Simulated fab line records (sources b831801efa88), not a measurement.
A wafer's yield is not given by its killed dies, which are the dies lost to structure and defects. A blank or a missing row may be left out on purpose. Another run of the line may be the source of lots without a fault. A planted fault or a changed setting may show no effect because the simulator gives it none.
Which tool did it? ; flow sky130 ; 24 lots, 72 wafers sampled, at 6 steps of a route of 708

## WHAT THE GAUGES SHOWED, per wafer
The record holds no reading of a measuring or inspecting step that can be judged against a usual standard deviation.

## WHAT TOOL EACH LOT RAN ON (gives the tool, then ch and the chambers of the sampled wafers, and finally the start)
lot;SKY_METAL3_SPUTTER_03;SKY_METAL3_SPUTTER_04;SKY_METAL3_DESCUM_15;SKY_METAL3_ETCH_17;SKY_METAL4_SPUTTER_02;SKY_CAP2M_CVD_00
L074;pvd_sputter-01, day 36 04:26;pvd_sputter-01, day 36 04:27;rie_metal-03 ch 0,1, day 38 09:50;rie_diel-01 ch 0,1,3, day 38 09:58;pvd_sputter-04, day 39 13:29;pecvd-04 ch 1,2, day 39 13:35
L075;pvd_sputter-01, day 36 13:07;pvd_sputter-01, day 36 13:08;rie_metal-03 ch 0,1, day 38 18:41;rie_diel-03 ch 1,2, day 38 18:49;pvd_sputter-02, day 39 22:44;pecvd-04 ch 1,2, day 39 22:50
L076;pvd_sputter-02, day 36 15:50;pvd_sputter-02, day 36 15:51;rie_metal-03 ch 0,1, day 38 20:20;rie_diel-04 ch 0,2,3, day 38 20:28;pvd_sputter-02, day 39 23:41;pecvd-02 ch 0,2, day 39 23:47
L077;pvd_sputter-01, day 37 06:50;pvd_sputter-01, day 37 06:50;rie_metal-03 ch 0,1, day 39 11:02;rie_diel-04 ch 0,1,2, day 39 11:10;pvd_sputter-02, day 40 15:44;pecvd-04 ch 0,1, day 40 15:50
L078;pvd_sputter-01, day 37 14:46;pvd_sputter-01, day 37 14:47;rie_metal-01 ch 0,1, day 39 19:11;rie_diel-01 ch 0,3, day 39 19:19;pvd_sputter-02, day 40 22:44;pecvd-04 ch 0,1,2, day 40 22:50
L079;pvd_sputter-01, day 37 16:34;pvd_sputter-01, day 37 16:35;rie_metal-02 ch 1, day 39 21:29;rie_diel-01 ch 0,2,3, day 39 21:44;pvd_sputter-02, day 41 01:20;pecvd-04 ch 0,1,2, day 41 01:26
L080;pvd_sputter-01, day 38 08:41;pvd_sputter-01, day 38 08:42;rie_metal-01 ch 0,1, day 40 11:08;rie_diel-03 ch 0,1,3, day 40 11:16;pvd_sputter-03, day 41 13:34;pecvd-02 ch 1,2, day 41 13:41
L081;pvd_sputter-02, day 38 16:17;pvd_sputter-02, day 38 16:17;rie_metal-03 ch 0,1, day 40 18:56;rie_diel-01 ch 1,3, day 40 19:04;pvd_sputter-03, day 41 22:25;pecvd-04 ch 0,1,2, day 41 22:31
L082;pvd_sputter-01, day 38 21:08;pvd_sputter-01, day 38 21:11;rie_metal-01 ch 0,1, day 40 23:14;rie_diel-03 ch 0,2,3, day 40 23:22;pvd_sputter-04, day 42 02:16;pecvd-02 ch 0,1,2, day 42 02:23
L083;pvd_sputter-04, day 39 05:40;pvd_sputter-04, day 39 05:41;rie_metal-02 ch 0,1, day 41 07:32;rie_diel-04 ch 0,1,3, day 41 07:40;pvd_sputter-02, day 42 10:40;pecvd-02 ch 0,2, day 42 10:47
L084;pvd_sputter-04, day 39 12:14;pvd_sputter-04, day 39 12:15;rie_metal-02 ch 0,1, day 41 13:53;rie_diel-01 ch 0,1, day 41 14:01;pvd_sputter-04, day 42 16:31;pecvd-03 ch 0,1,2, day 42 16:37
L085;pvd_sputter-02, day 39 21:41;pvd_sputter-02, day 39 21:42;rie_metal-03 ch 0,1, day 41 23:14;rie_diel-04 ch 0,2, day 41 23:22;pvd_sputter-02, day 43 02:16;pecvd-04 ch 0,2, day 43 02:22
L086;pvd_sputter-04, day 40 05:47;pvd_sputter-04, day 40 05:47;rie_metal-01 ch 0,1, day 42 06:26;rie_diel-04 ch 0,1,2, day 42 06:34;pvd_sputter-03, day 43 08:35;pecvd-02 ch 1,2, day 43 08:41
L087;pvd_sputter-01, day 40 18:23;pvd_sputter-01, day 40 18:23;rie_metal-01 ch 0,1, day 42 19:47;rie_diel-03 ch 0,2,3, day 42 19:55;pvd_sputter-02, day 43 21:36;pecvd-04 ch 0,1,2, day 43 21:43
L089;pvd_sputter-04, day 40 21:29;pvd_sputter-04, day 40 21:29;rie_metal-02 ch 0,1, day 42 21:50;rie_diel-04 ch 0,1, day 42 21:58;pvd_sputter-03, day 44 00:19;pecvd-03 ch 1,2, day 44 00:26
L088;pvd_sputter-04, day 41 00:38;pvd_sputter-04, day 41 00:38;rie_metal-03 ch 0,1, day 43 00:47;rie_diel-03 ch 0,1, day 43 00:55;pvd_sputter-03, day 44 03:02;pecvd-03 ch 0,1,2, day 44 03:09
L091;pvd_sputter-01, day 41 16:43;pvd_sputter-01, day 41 16:44;rie_metal-03 ch 0,1, day 43 14:56;rie_diel-01 ch 1,2,3, day 43 15:04;pvd_sputter-03, day 44 15:57;pecvd-04 ch 0,2, day 44 16:04
L092;pvd_sputter-04, day 41 18:33;pvd_sputter-04, day 41 18:34;rie_metal-01 ch 0,1, day 43 17:59;rie_diel-03 ch 1,2, day 43 18:07;pvd_sputter-03, day 44 20:06;pecvd-02 ch 0,2, day 44 20:13
L090;pvd_sputter-04, day 41 19:42;pvd_sputter-04, day 41 19:44;rie_metal-02 ch 0,1, day 43 19:05;rie_diel-04 ch 0,2,3, day 43 19:13;pvd_sputter-03, day 44 20:37;pecvd-04 ch 0,1, day 44 20:44
L093;pvd_sputter-01, day 42 00:47;pvd_sputter-01, day 42 00:48;rie_metal-01 ch 1, day 43 23:54;rie_diel-04 ch 0,3, day 44 00:08;pvd_sputter-02, day 45 01:29;pecvd-04 ch 1,2, day 45 01:35
L094;pvd_sputter-04, day 42 06:44;pvd_sputter-04, day 42 06:46;rie_metal-01 ch 1, day 44 05:50;rie_diel-03 ch 0,2,3, day 44 06:05;pvd_sputter-02, day 45 06:35;pecvd-04 ch 1,2, day 45 06:42
L095;pvd_sputter-02, day 42 15:00;pvd_sputter-02, day 42 15:01;rie_metal-03 ch 0,1, day 44 12:32;rie_diel-03 ch 0,3, day 44 12:40;pvd_sputter-02, day 45 13:47;pecvd-03 ch 0,1,2, day 45 13:54
L096;pvd_sputter-01, day 42 18:47;pvd_sputter-01, day 42 18:49;rie_metal-01 ch 0,1, day 44 17:11;rie_diel-03 ch 0,2,3, day 44 17:19;pvd_sputter-02, day 45 17:14;pecvd-02 ch 0,1,2, day 45 17:20
L097;pvd_sputter-01, day 43 01:02;pvd_sputter-01, day 43 01:03;rie_metal-03 ch 0, day 44 22:44;rie_diel-01 ch 0,1, day 44 22:52;pvd_sputter-02, day 45 23:02;pecvd-04 ch 0,2, day 45 23:08
- SKY_METAL3_SPUTTER_03: material Ti, target thk 5 nm, time 3.3 s.
- SKY_METAL3_SPUTTER_04: material TiN, target thk 70 nm, time 58.3 s.
- SKY_METAL3_DESCUM_15: chemistry O2, time 8 s.
- SKY_METAL3_ETCH_17: etches SiO2 in C4F8/O2/Ar, stops on TiN, time 3.9 s, target depth 15 nm.
- SKY_METAL4_SPUTTER_02: material AlCu, target thk 735 nm, time 39.1 s.
- SKY_CAP2M_CVD_00: deposits SiO2, target thk 15.5 nm.

## WHAT THE TOOLS THEMSELVES READ (means of the sampled wafers that have a number; where no wafer has one, the mark that the record gives instead)
SKY_METAL3_SPUTTER_03.
lot;tool;cathode_dc_power_W (W);throttle_valve_pct (%)
L074;pvd_sputter-01;2999.9;30.2
L075;pvd_sputter-01;2999.9;30.1
L076;pvd_sputter-02;3000.0;30.6
L077;pvd_sputter-01;3000.4;30.8
L078;pvd_sputter-01;2999.7;29.4
L079;pvd_sputter-01;2999.8;29.9
L080;pvd_sputter-01;3000.1;30.0
L081;pvd_sputter-02;2999.6;31.4
L082;pvd_sputter-01;3000.1;30.0
L083;pvd_sputter-04;3000.1;30.4
L084;pvd_sputter-04;3000.6;30.4
L085;pvd_sputter-02;2999.5;30.6
L086;pvd_sputter-04;2999.9;30.0
L087;pvd_sputter-01;3000.5;30.6
L089;pvd_sputter-04;3000.0;29.8
L088;pvd_sputter-04;2999.7;30.5
L091;pvd_sputter-01;2999.8;30.7
L092;pvd_sputter-04;3000.3;30.1
L090;pvd_sputter-04;2999.7;30.2
L093;pvd_sputter-01;2999.7;30.8
L094;pvd_sputter-04;2999.9;30.3
L095;pvd_sputter-02;2999.7;29.7
L096;pvd_sputter-01;2999.8;30.8
L097;pvd_sputter-01;3000.4;30.1

SKY_METAL3_SPUTTER_04.
lot;tool;cathode_dc_power_W (W);throttle_valve_pct (%)
L074;pvd_sputter-01;6499.6;30.2
L075;pvd_sputter-01;6500.8;29.9
L076;pvd_sputter-02;6500.8;30.6
L077;pvd_sputter-01;6500.8;30.6
L078;pvd_sputter-01;6500.2;29.4
L079;pvd_sputter-01;6500.4;29.8
L080;pvd_sputter-01;6499.8;30.0
L081;pvd_sputter-02;6499.7;31.5
L082;pvd_sputter-01;6500.7;30.0
L083;pvd_sputter-04;6498.6;30.3
L084;pvd_sputter-04;6499.9;30.1
L085;pvd_sputter-02;6500.4;30.7
L086;pvd_sputter-04;6500.6;30.3
L087;pvd_sputter-01;6500.7;30.8
L089;pvd_sputter-04;6501.0;29.8
L088;pvd_sputter-04;6499.5;30.3
L091;pvd_sputter-01;6500.7;30.8
L092;pvd_sputter-04;6500.7;29.9
L090;pvd_sputter-04;6499.9;30.2
L093;pvd_sputter-01;6500.0;30.8
L094;pvd_sputter-04;6500.2;30.5
L095;pvd_sputter-02;6500.5;29.6
L096;pvd_sputter-01;6500.6;30.9
L097;pvd_sputter-01;6499.6;30.1

SKY_METAL3_DESCUM_15.
lot;tool;drypump_motor_current_A (A);oes_product_au (a.u.)
L074;rie_metal-03;5.86;0.994
L075;rie_metal-03;5.89;1.004
L076;rie_metal-03;5.89;0.990
L077;rie_metal-03;5.90;0.999
L078;rie_metal-01;5.79;0.988
L079;rie_metal-02;5.70;0.990
L080;rie_metal-01;5.77;0.992
L081;rie_metal-03;5.89;0.987
L082;rie_metal-01;5.78;0.985
L083;rie_metal-02;5.83;0.982
L084;rie_metal-02;5.83;0.992
L085;rie_metal-03;5.90;0.988
L086;rie_metal-01;5.78;0.994
L087;rie_metal-01;5.77;0.995
L089;rie_metal-02;5.77;0.994
L088;rie_metal-03;5.89;0.996
L091;rie_metal-03;5.87;0.990
L092;rie_metal-01;5.76;0.991
L090;rie_metal-02;5.82;0.993
L093;rie_metal-01;5.82;0.986
L094;rie_metal-01;5.80;0.989
L095;rie_metal-03;5.83;0.987
L096;rie_metal-01;5.80;0.993
L097;rie_metal-03;5.90;1.001

SKY_METAL3_ETCH_17.
lot;tool;oes_product_au (a.u.)
L074;rie_diel-01;0.752
L075;rie_diel-03;0.753
L076;rie_diel-04;0.752
L077;rie_diel-04;0.751
L078;rie_diel-01;0.760
L079;rie_diel-01;0.747
L080;rie_diel-03;0.757
L081;rie_diel-01;0.759
L082;rie_diel-03;0.758
L083;rie_diel-04;0.748
L084;rie_diel-01;0.757
L085;rie_diel-04;0.758
L086;rie_diel-04;0.753
L087;rie_diel-03;0.766
L089;rie_diel-04;0.751
L088;rie_diel-03;0.763
L091;rie_diel-01;0.755
L092;rie_diel-03;0.750
L090;rie_diel-04;0.753
L093;rie_diel-04;0.751
L094;rie_diel-03;0.755
L095;rie_diel-03;0.747
L096;rie_diel-03;0.747
L097;rie_diel-01;0.759

SKY_METAL4_SPUTTER_02.
lot;tool;cathode_dc_power_W (W);throttle_valve_pct (%)
L074;pvd_sputter-04;10600;30.2
L075;pvd_sputter-02;10600;31.5
L076;pvd_sputter-02;10597;31.5
L077;pvd_sputter-02;10599;30.9
L078;pvd_sputter-02;10599;30.1
L079;pvd_sputter-02;10601;31.3
L080;pvd_sputter-03;10599;29.9
L081;pvd_sputter-03;10599;29.9
L082;pvd_sputter-04;10600;30.5
L083;pvd_sputter-02;10601;30.5
L084;pvd_sputter-04;10600;30.2
L085;pvd_sputter-02;10599;30.6
L086;pvd_sputter-03;10598;29.8
L087;pvd_sputter-02;10602;31.0
L089;pvd_sputter-03;10600;29.3
L088;pvd_sputter-03;10600;29.7
L091;pvd_sputter-03;10600;29.7
L092;pvd_sputter-03;10600;29.3
L090;pvd_sputter-03;10600;29.8
L093;pvd_sputter-02;10599;30.2
L094;pvd_sputter-02;10599;31.5
L095;pvd_sputter-02;10601;30.6
L096;pvd_sputter-02;10601;30.8
L097;pvd_sputter-02;10601;30.6

SKY_CAP2M_CVD_00.
lot;tool;heater_power_w (W)
L074;pecvd-04;830
L075;pecvd-04;729
L076;pecvd-02;749
L077;pecvd-04;898
L078;pecvd-04;749
L079;pecvd-04;829
L080;pecvd-02;641
L081;pecvd-04;774
L082;pecvd-02;784
L083;pecvd-02;778
L084;pecvd-03;695
L085;pecvd-04;728
L086;pecvd-02;690
L087;pecvd-04;772
L089;pecvd-03;746
L088;pecvd-03;679
L091;pecvd-04;773
L092;pecvd-02;744
L090;pecvd-04;813
L093;pecvd-04;813
L094;pecvd-04;785
L095;pecvd-03;660
L096;pecvd-02;724
L097;pecvd-04;796

## THE ANSWER, worked out from the rows above alone
Rule: what is usual is taken from the lots themselves. The widest of any qualifying gaps counts: lots, ordered by their means at a reading, are off when they make up no more than a third of the lots, leave a main group of 4 or more, and stand apart from it by 3 or more times the standard deviation of that group's means. A main group whose means are all the same, to the digits that the tables above print for the reading, isn't used. Also off: a lot with no number at a reading for which 4 or more lots have one. Where the step has rows for the other lots, those lots are counted as sound. First the gauges in route order, then the tools' own readings, where a lot's mean is used as printed above. At the first step where some lot is off, the reading lying furthest off is the one used; lots without a number count as furthest.
No lot is off at any reading shown: from this, nothing can be told.

## WHAT THE SIMULATOR HAD INSERTED
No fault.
